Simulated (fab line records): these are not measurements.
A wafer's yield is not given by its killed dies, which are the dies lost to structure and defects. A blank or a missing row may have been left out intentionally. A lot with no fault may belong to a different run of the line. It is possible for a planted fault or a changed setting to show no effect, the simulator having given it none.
8D (eight disciplines) problem report, filled in by code	flow gf180mcu	the parts of the form that need people (team, actions taken, sign-off) are left out

## 1. THE PROBLEM
o2 flow sccm at GF_M1_STRIP_17 reads a mean of 2394 sccm on 6 wafers of 2 lots; wafers without a fault read 3000 sccm with a standard deviation of 9.5. That puts it -64 standard deviations away from the usual mean.
The step: strips in O2/N2.
First seen on wafer L488.1, day 20 11:07, on plasma asher-01. Wafers with a number at this step in the record: 39, from 13 lots. Rule for "out", or "out of limits": more than 4 standard deviations from the usual mean. The rest of the wafers with a number are treated as sound.

## 2. WHAT IT IS AND WHAT IT IS NOT
question	is	is not
which readings at this step	o2 flow sccm	drypump motor current A, heater power w, oes product au
which lots	L488, L489	L479, L480, L481, L492, L493, L495, L497, L498, L499, L501, L502
which wafers of those lots	all that have a number	-
read on which tools	plasma asher-01	plasma asher-02, plasma asher-04
when	from day 20 11:07	up to then (9 sound wafers); but 24 sound wafers of L492, L493, L495, L497, L498, L499, L501, L502 came after

## 3. THE SUSPECTS, EACH WITH WHAT RULES IT OUT
Counting: a tool at any process step up to the reading remains a suspect when it ran all the lots that are out and ran no sound lot after the first of those.
- plasma asher-01 at GF_M1_STRIP_17 (strips in O2/N2): ruled out as a lasting fault. Sound lots L498, L499, L502 ran on it after its first lot that is out, L488 (day 20 11:07).
Left after counting: nothing in the record.

## 4. THE CAUSE (what the simulator had put in)
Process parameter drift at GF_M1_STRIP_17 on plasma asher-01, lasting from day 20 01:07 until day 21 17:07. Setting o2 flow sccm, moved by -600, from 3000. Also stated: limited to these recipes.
Counting ruled it out, wrongly.

## 5. THE EFFECT CHAIN, in route order
One row per reading whose mean, taken over the struck wafers that have a number, lies over 3 standard deviations from the usual. Only readings whose record carries a usual standard deviation are examined. hours: median over the lots of the time between each lot's start at the first step of this table that gives one and its start at this step. sigmas: the change, counted in usual standard deviations.
hours	step	reading	usual	on struck wafers	change	sigmas
0	GF_M1_STRIP_17	o2 flow sccm	3000 sccm	2394	-606	-64
It contains these process steps:
- GF_M1_STRIP_17: strips in O2/N2.
Later measuring or inspecting steps at which every struck wafer that the step has a row for has a number for every such reading, and none has moved that far: GF_V1_BOW_MEAS_05.

## 6. WHAT WOULD HAVE CAUGHT IT SOONER
10 hours passed between the start of the fault at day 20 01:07 and the first reading out of limits in this record, taken at day 20 11:07.
